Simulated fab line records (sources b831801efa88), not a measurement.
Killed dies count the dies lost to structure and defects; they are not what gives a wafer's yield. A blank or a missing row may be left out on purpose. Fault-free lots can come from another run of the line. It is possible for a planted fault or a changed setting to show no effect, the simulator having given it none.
fab line records -- flow sky130
[record] lots = 5, wafers = 15, lastDay = 50
route steps=708 shown LI_CONTACT@362
lots untouched by any fault: they come from a run of this same line in which no faults occurred
startH: hours from the record's opening day to when the first of the lot's shown wafers began -- waitH: time in hours since the lot's previous step -- " as in the row above -- L1.1+2: a row that stands for several wafers -- - either no value or no given start -- * or withheld: withheld -- < > ~ a bound
route shown NAME@n: names a module that has steps shown in the file, with the first one's number in the route -- usual: mean/standard deviation taken from wafers without a fault -- same: alike in all rows -- chamber/n: place in a boat -- sites: each site's reading -- _std_site: standard deviation across them -- _edge_site: the outer-site mean with the inner-site mean subtracted -- radiusMm: how far each site lies from the wafer's centre -- mask NAME#n: copy n -- behind: the last tool/chamber to shape the wafer -- hold: what put the lot on hold/how long, in hours/how the hold closed -- device: the n, p or np transistor that did not switch -- end of line: tests of these same wafers at the route's end -- for a step that has no rows: nothing shown but its recipe -- killed: dies lost to structure and defects at the first sort, not the wafer's yield -- map: a wafer's dies, x killed, . not, _ none there
set.NAME: the setting as run; set.NAME@STEP: as run at that earlier step -- model.NAME: the simulator's own value behind a step, which no gauge read
a table for each step, a row for each wafer; lots at some steps of the route
services: the hour from which a tool's chamber was out of use, counted from the record's first day as startH (under 0 if before that day), plus the number of hours and why
[[steps]]
[step SKY_LI_CONTACT_HDPCVD_00]
[recipe] material = PSG, targetThkNm = 930, sigmaOpenFrac = 0.3, timeS = 155, tempC = 600, sih4FlowSccm = 60, pressureMtorr = 6
lot.wafer,tool,chamber,startH,waitH
L074.4+5+6,hdpcvd-01,"0,1,2",636.17,0.1
L077.1+2+6,hdpcvd-01,"1,0,2",697.38,0.0
L082.1+2+6,hdpcvd-01,"0,2,0",728.56,0.0
L087.1+4+5,hdpcvd-02,"2,2,0",756.12,0.0
L096.2+3+5,hdpcvd-02,"2,1,1",819.19,0.0
[step SKY_LI_CONTACT_THK_MEAS_01]
[recipe] reads = PSG_of_LI_CONTACT_HDPCVD_00
[usual] LI_CONTACT_HDPCVD_THK = 929/8.5
lot.wafer,tool,chamber,startH,waitH,LI_CONTACT_HDPCVD_THK[nm]
L074.4,filmMetro-01,-,636.25,0.0,931
L074.5,filmMetro-01,-,636.25,0.0,945
L074.6,filmMetro-01,-,636.25,0.0,922
L077.1,filmMetro-04,-,697.48,0.1,938
L077.2,filmMetro-04,-,697.48,0.1,918
L077.6,filmMetro-04,-,697.48,0.1,928
L082.1,filmMetro-04,-,728.66,0.1,939
L082.2,filmMetro-04,-,728.66,0.1,940
L082.6,filmMetro-04,-,728.66,0.1,933
L087.1,filmMetro-02,-,756.22,0.1,915
L087.4,filmMetro-02,-,756.22,0.1,912
L087.5,filmMetro-02,-,756.22,0.1,926
L096.2,filmMetro-04,-,819.31,0.1,930
L096.3,filmMetro-04,-,819.31,0.1,921
L096.5,filmMetro-04,-,819.31,0.1,920
[step SKY_LI_CONTACT_CMP_02]
[recipe] material = PSG, downForcePsi = 4, platenRpm = 60, padVelocityMS = 0.94248
[usual] motorCurrentA = 11.2/1, timeToEndpointS = 32.3/2.1
lot.wafer,tool,chamber,startH,waitH,motorCurrentA,timeToEndpointS
L074.4,cmp-02,3,637.15,0.9,11.4,33.2
L074.6,cmp-02,1,637.15,0.9,10.9,32.5
L074.5,cmp-02,2,637.15,0.9,11.5,35.9
L077.1,cmp-01,1,697.54,0.1,10.8,31.1
L077.2,cmp-01,0,697.54,0.1,13.2,29.2
L077.6,cmp-01,1,697.54,0.1,11.2,31.2
L082.1,cmp-01,3,728.72,0.1,10.9,31.5
L082.2,cmp-01,0,728.72,0.1,13.1,32.9
L082.6,cmp-01,3,728.72,0.1,11.2,34.3
L087.1,cmp-02,0,756.28,0.1,10.7,36.7
L087.4,cmp-02,1,756.28,0.1,11.1,33.6
L087.5,cmp-02,1,756.28,0.1,10.8,35.5
L096.3,cmp-02,1,819.36,0.0,11.9,28.1
L096.2,cmp-02,3,819.36,0.0,11.9,32.3
L096.5,cmp-02,1,819.36,0.0,11.0,29.0
[step SKY_LI_CONTACT_BOW_MEAS_03]
[recipe] mode = bow
[usual] LI_CONTACT_BOW = 56/6.4
lot.wafer,tool,chamber,startH,waitH,LI_CONTACT_BOW[um]
L074.4,filmMetro-02,-,637.41,0.2,67
L074.5,filmMetro-02,-,637.41,0.2,59
L074.6,filmMetro-02,-,637.41,0.2,59
L077.1,filmMetro-01,-,697.84,0.2,56
L077.2,filmMetro-01,-,697.84,0.2,55
L077.6,filmMetro-01,-,697.84,0.2,56
L082.1,filmMetro-01,-,729.02,0.2,58
L082.2,filmMetro-01,-,729.02,0.2,48
L082.6,filmMetro-01,-,729.02,0.2,49
L087.1,filmMetro-02,-,756.58,0.2,46
L087.4,filmMetro-02,-,756.58,0.2,55
L087.5,filmMetro-02,-,756.58,0.2,49
L096.2,filmMetro-02,-,819.68,0.2,48
L096.3,filmMetro-02,-,819.68,0.2,47
L096.5,filmMetro-02,-,819.68,0.2,69
[step SKY_LI_CONTACT_DEHYDRATE_04]
[recipe] tempC = 200, timeS = 60
[usual] heaterPowerTotalW = 160.37/0.13, plateTempC = 200.05/0.16
lot.wafer,tool,chamber,startH,waitH,heaterPowerTotalW,plateTempC
L074.4,lithoTrack-03,0,650.69,13.3,160.30,200.25
L074.5,lithoTrack-03,0,650.69,13.3,160.29,200.24
L074.6,lithoTrack-03,0,650.69,13.3,160.26,200.18
L077.1,lithoTrack-03,0,711.11,13.2,160.54,199.82
L077.2,lithoTrack-03,0,711.11,13.2,160.26,199.82
L077.6,lithoTrack-03,0,711.11,13.2,160.30,200.16
L082.1,lithoTrack-03,0,742.46,13.4,160.43,200.23
L082.2,lithoTrack-03,0,742.46,13.4,160.42,200.00
L082.6,lithoTrack-03,0,742.46,13.4,160.19,199.87
L087.1,lithoTrack-04,0,769.18,12.6,160.42,199.69
L087.4,lithoTrack-04,0,769.18,12.6,160.22,199.82
L087.5,lithoTrack-04,0,769.18,12.6,160.55,200.03
L096.2,lithoTrack-03,0,831.94,12.2,160.23,199.97
L096.3,lithoTrack-03,0,831.94,12.2,160.26,200.08
L096.5,lithoTrack-03,0,831.94,12.2,160.25,199.93
[step SKY_LI_CONTACT_HMDS_05]
[recipe] primeTimeS = 60, primeTempC = 120
lot.wafer,tool,chamber,startH,waitH
L074.4+5+6,lithoTrack-03,0,650.84,0.1
L077.1+2+6,lithoTrack-03,0,711.26,0.1
L082.1+2+6,lithoTrack-03,0,742.61,0.1
L087.1+4+5,lithoTrack-04,0,769.33,0.1
L096.2+3+5,lithoTrack-03,0,832.09,0.1
[step SKY_LI_CONTACT_COAT_06]
[recipe] resist = BARC, tempC = withheld, timeS = withheld, spinRpm = 3000, resistThkNm = 60
lot.wafer,tool,chamber,startH,waitH
L074.4+5+6,lithoTrack-03,0,650.99,0.1
L077.1+2+6,lithoTrack-03,0,711.41,0.1
L082.1+2+6,lithoTrack-03,0,742.76,0.1
L087.1+4+5,lithoTrack-04,0,769.48,0.1
L096.2+3+5,lithoTrack-03,0,832.24,0.1
[step SKY_LI_CONTACT_COAT_07]
[recipe] resist = KrF-thick, spinRpm = 3000, resistThkNm = 450
lot.wafer,tool,chamber,startH,waitH
L074.4+5+6,lithoTrack-03,0,-,-
L077.1+2+6,lithoTrack-03,0,-,-
L082.1+2+6,lithoTrack-03,0,-,-
L087.1+4+5,lithoTrack-04,0,-,-
L096.2+3+5,lithoTrack-03,0,-,-
[step SKY_LI_CONTACT_SOFTBAKE_08]
[recipe] tempC = 100, timeS = 92.34, resist = KrF-thick
[usual] heaterPowerTotalW = 57.30/0.094, plateSensorTCentreC = 100.88/0.01, plateSensorTEdgeC = 100.95/0.0098
lot.wafer,tool,chamber,startH,waitH,heaterPowerTotalW,plateSensorTCentreC,plateSensorTEdgeC
L074.4,lithoTrack-03,0,-,-,57.24,100.89,100.95
L074.5,lithoTrack-03,0,-,-,57.50,100.89,100.97
L074.6,lithoTrack-03,0,-,-,57.18,100.88,100.97
L077.1,lithoTrack-03,0,-,-,57.21,100.87,100.97
L077.2,lithoTrack-03,0,-,-,57.39,100.88,100.96
L077.6,lithoTrack-03,0,-,-,57.45,100.88,100.95
L082.1,lithoTrack-03,0,-,-,57.30,100.88,100.97
L082.2,lithoTrack-03,0,-,-,57.25,100.86,100.95
L082.6,lithoTrack-03,0,-,-,57.32,100.88,100.94
L087.1,lithoTrack-04,0,-,-,57.30,100.88,100.95
L087.4,lithoTrack-04,0,-,-,57.32,100.88,100.96
L087.5,lithoTrack-04,0,-,-,57.26,100.86,100.96
L096.2,lithoTrack-03,0,-,-,57.27,100.89,100.96
L096.3,lithoTrack-03,0,-,-,57.30,100.86,100.96
L096.5,lithoTrack-03,0,-,-,57.36,100.87,100.92
[step SKY_LI_CONTACT_EXPOSE_09]
[recipe] maskId = LICM1, na = 0.8, sourceShape = annular, sigmaInner = 0.55, sigmaOuter = 0.85, targetCdNm = 170, doseMj = 38
[same] sigmaOuter = 0.85
lot.wafer,tool,chamber,startH,waitH,mask
L074.4+5+6,krfScanner-02,0,-,-,LICM1#0
L077.1+2+6,krfScanner-02,0,-,-,LICM1#0
L082.1+2+6,krfScanner-02,0,-,-,LICM1#0
L087.1+4+5,krfScanner-02,0,-,-,LICM1#0
L096.2+3+5,krfScanner-01,0,-,-,LICM1#0
[step SKY_LI_CONTACT_PEB_10]
[recipe] pebTempC = withheld, pebTimeS = withheld, resist = KrF-thick
lot.wafer,tool,chamber,startH,waitH
L074.4+5+6,lithoTrack-01,0,-,-
L077.1+2+6,lithoTrack-01,0,-,-
L082.1+2+6,lithoTrack-04,0,-,-
L087.1+4+5,lithoTrack-03,0,-,-
L096.2+3+5,lithoTrack-04,0,-,-
[step SKY_LI_CONTACT_DEVELOP_11]
[recipe] developTimeS = 60, resist = KrF-thick, devTempC = 21
lot.wafer,tool,chamber,startH,waitH
L074.4+5+6,lithoTrack-01,0,-,-
L077.1+2+6,lithoTrack-01,0,-,-
L082.1+2+6,lithoTrack-04,0,-,-
L087.1+4+5,lithoTrack-03,0,-,-
L096.2+3+5,lithoTrack-04,0,-,-
[step SKY_LI_CONTACT_CD_MEAS_12]
[recipe] targetCdNm = 170
[usual] cdNm = 170.4/1.3
lot.wafer,tool,chamber,startH,waitH,cdNm
L074.4,cdSem-02,-,665.63,-,172.0
L074.5,cdSem-02,-,665.63,-,171.2
L074.6,cdSem-02,-,665.63,-,172.0
L077.1,cdSem-01,-,726.07,-,169.6
L077.2,cdSem-01,-,726.07,-,169.1
L077.6,cdSem-01,-,726.07,-,169.3
L082.1,cdSem-01,-,756.33,-,172.5
L082.2,cdSem-01,-,756.33,-,172.6
L082.6,cdSem-01,-,756.33,-,174.4
L087.1,cdSem-01,-,782.66,-,172.3
L087.4,cdSem-01,-,782.66,-,172.9
L087.5,cdSem-01,-,782.66,-,170.5
L096.2,cdSem-01,-,845.65,-,170.4
L096.3,cdSem-01,-,845.65,-,168.9
L096.5,cdSem-01,-,845.65,-,171.0
[step SKY_LI_CONTACT_OVL_MEAS_13]
[usual] LI_CONTACT_OVL = 1/5.2
lot.wafer,tool,chamber,startH,waitH,LI_CONTACT_OVL[nm]
L074.4,overlay-01,-,665.71,0.1,5
L074.5,overlay-01,-,665.71,0.1,5
L074.6,overlay-01,-,665.71,0.1,-2
L077.1,overlay-01,-,726.19,0.1,4
L077.2,overlay-01,-,726.19,0.1,-3
L077.6,overlay-01,-,726.19,0.1,-5
L082.1,overlay-01,-,756.45,0.1,5
L082.2,overlay-01,-,756.45,0.1,7
L082.6,overlay-01,-,756.45,0.1,7
L087.1,overlay-02,-,782.78,0.1,-8
L087.4,overlay-02,-,782.78,0.1,-8
L087.5,overlay-02,-,782.78,0.1,-11
L096.2,overlay-02,-,845.76,0.1,8
L096.3,overlay-02,-,845.76,0.1,6
L096.5,overlay-02,-,845.76,0.1,1
[step SKY_LI_CONTACT_ETCH_14]
[recipe] chemistry = N2/H2, target = BARC, ionEnergyEv = 200, sourceW = 500, biasW = 100, pressureMtorr = 30, n2FlowSccm = 100, h2FlowSccm = 200, stopOn = SiO2, timeS = 45.9, targetDepthA = 600
[usual] drypumpMotorCurrentA = 5.9/0.48, oesProductAu = 0.855/0.0051, throttleValvePct = 13.225/0.0095
lot.wafer,tool,chamber,startH,waitH,drypumpMotorCurrentA,oesProductAu,rfHoursCounterH,throttleValvePct
L074.4,rieDiel-02,2,665.72,0.0,6.2,0.855,5,13.221
L074.5,rieDiel-02,1,665.72,0.0,6.4,0.857,-,13.232
L074.6,rieDiel-02,2,665.72,0.0,6.2,0.862,-,13.222
L077.1,rieDiel-02,3,726.22,0.0,6.5,0.851,8,13.221
L077.2,rieDiel-02,0,726.22,0.0,5.8,0.853,6,13.225
L077.6,rieDiel-02,2,726.22,0.0,6.3,0.854,-,13.222
L082.1,rieDiel-04,0,756.49,0.0,5.8,0.854,6,13.227
L082.2,rieDiel-04,3,756.49,0.0,6.2,0.852,11,13.223
L082.6,rieDiel-04,0,756.49,0.0,5.8,0.866,-,13.227
L087.1,rieDiel-04,1,782.82,0.0,6.3,0.854,13,13.226
L087.4,rieDiel-04,0,782.82,0.0,5.8,0.856,7,13.229
L087.5,rieDiel-04,3,782.82,0.0,6.2,0.851,-,13.238
L096.2,rieDiel-02,1,845.79,0.0,6.4,0.856,2,13.221
L096.3,rieDiel-02,3,845.79,0.0,6.5,0.859,11,13.223
L096.5,rieDiel-02,2,845.79,0.0,6.2,0.857,-,13.235
[step SKY_LI_CONTACT_ETCH_15]
[recipe] target = PSG, chemistry = C4F8/O2/Ar, stopOn = Si, taperDeg = 4.15, maskMaterial = KrF-thick, sourceW = 1500, biasW = 1200, pressureMtorr = 40, c4f8FlowSccm = withheld, O2_flow_sccm = 6, Ar_flow_sccm = 300, timeS = withheld, targetDepthA = 6000
[usual] oesProductAu = 0.837/0.0045
lot.wafer,tool,chamber,startH,waitH,oesProductAu
L074.4,rieDiel-02,2,665.77,0.0,0.841
L074.5,rieDiel-02,1,665.77,0.0,0.835
L074.6,rieDiel-02,2,665.77,0.0,0.841
L077.1,rieDiel-02,3,726.27,0.0,0.843
L077.2,rieDiel-02,0,726.27,0.0,0.832
L077.6,rieDiel-02,2,726.27,0.0,0.831
L082.1,rieDiel-04,0,756.53,0.0,0.831
L082.2,rieDiel-04,3,756.53,0.0,0.833
L082.6,rieDiel-04,0,756.53,0.0,0.834
L087.1,rieDiel-04,1,782.86,0.0,0.839
L087.4,rieDiel-04,0,782.86,0.0,0.839
L087.5,rieDiel-04,3,782.86,0.0,0.837
L096.2,rieDiel-02,1,845.83,0.0,0.837
L096.3,rieDiel-02,3,845.83,0.0,0.829
L096.5,rieDiel-02,2,845.83,0.0,0.834
[step SKY_LI_CONTACT_STRIP_16]
[recipe] chemistry = O2/N2, powerW = 1400, pressureMtorr = 1500, platenTempC = withheld, o2FlowSccm = 3000, n2FlowSccm = 300, overashFraction = 0.5
[usual] drypumpMotorCurrentA = 5.3/0.46, oesProductAu = 0.376/0.0044, stripTimeToEndpointS = 3.490/0.029
lot.wafer,tool,chamber,startH,waitH,drypumpMotorCurrentA,oesProductAu,rfHoursCounterH,stripTimeToEndpointS
L074.4,plasmaAsher-01,0,665.89,-,6.0,0.373,-,3.521
L074.5,plasmaAsher-01,0,665.89,-,6.1,0.374,-,3.568
L074.6,plasmaAsher-01,1,665.89,-,4.9,0.376,-,3.505
L077.1,plasmaAsher-01,1,726.35,-,4.9,0.380,102,3.509
L077.2,plasmaAsher-01,0,726.35,-,6.0,0.376,102,3.486
L077.6,plasmaAsher-01,1,726.35,-,4.9,0.367,-,3.493
L082.1,plasmaAsher-01,1,756.61,-,4.9,0.371,2,3.486
L082.2,plasmaAsher-01,0,756.61,-,6.1,0.373,2,3.499
L082.6,plasmaAsher-01,0,756.61,-,6.0,0.377,-,3.455
L087.1,plasmaAsher-01,1,782.95,-,4.9,0.370,5,3.454
L087.4,plasmaAsher-01,0,782.95,-,6.0,0.380,-,3.449
L087.5,plasmaAsher-01,0,782.95,-,6.0,0.371,-,3.466
L096.2,plasmaAsher-01,1,845.91,-,4.9,0.373,11,3.488
L096.3,plasmaAsher-01,0,845.91,-,6.0,0.372,-,3.506
L096.5,plasmaAsher-01,1,845.91,-,4.9,0.377,-,3.483
[[services]]
tool,chamber,startH,hours,kind
krfScanner-02,-,622.39,0.8,pm
rieDiel-04,1,628.93,4.7,repair
cmp-01,-,632.41,4.9,pm
rieDiel-02,1,633.28,4.6,repair
krfScanner-02,-,647.07,3.6,pm
hdpcvd-02,-,650.79,15.0,pm
krfScanner-02,-,654.26,1.3,pm
krfScanner-02,-,667.17,1.0,pm
hdpcvd-01,0,683.88,4.9,repair
rieDiel-02,1,693.37,4.7,repair
rieDiel-04,0,696.21,8.8,repair
cmp-02,-,733.77,5.8,pm
plasmaAsher-01,-,733.81,9.0,pm
plasmaAsher-01,-,734.19,2.3,repair
cmp-02,-,744.00,4.0,pm
hdpcvd-01,1,751.64,27.2,repair
rieDiel-04,2,754.72,5.6,repair
rieDiel-02,0,789.76,2.6,repair
krfScanner-02,-,791.19,0.8,pm
cmp-02,-,800.81,1.5,repair
krfScanner-02,-,830.16,1.3,pm
rieDiel-02,1,833.92,10.2,repair
krfScanner-02,-,835.42,1.0,pm
rieDiel-04,1,844.44,16.2,repair
[[key]]
fault none
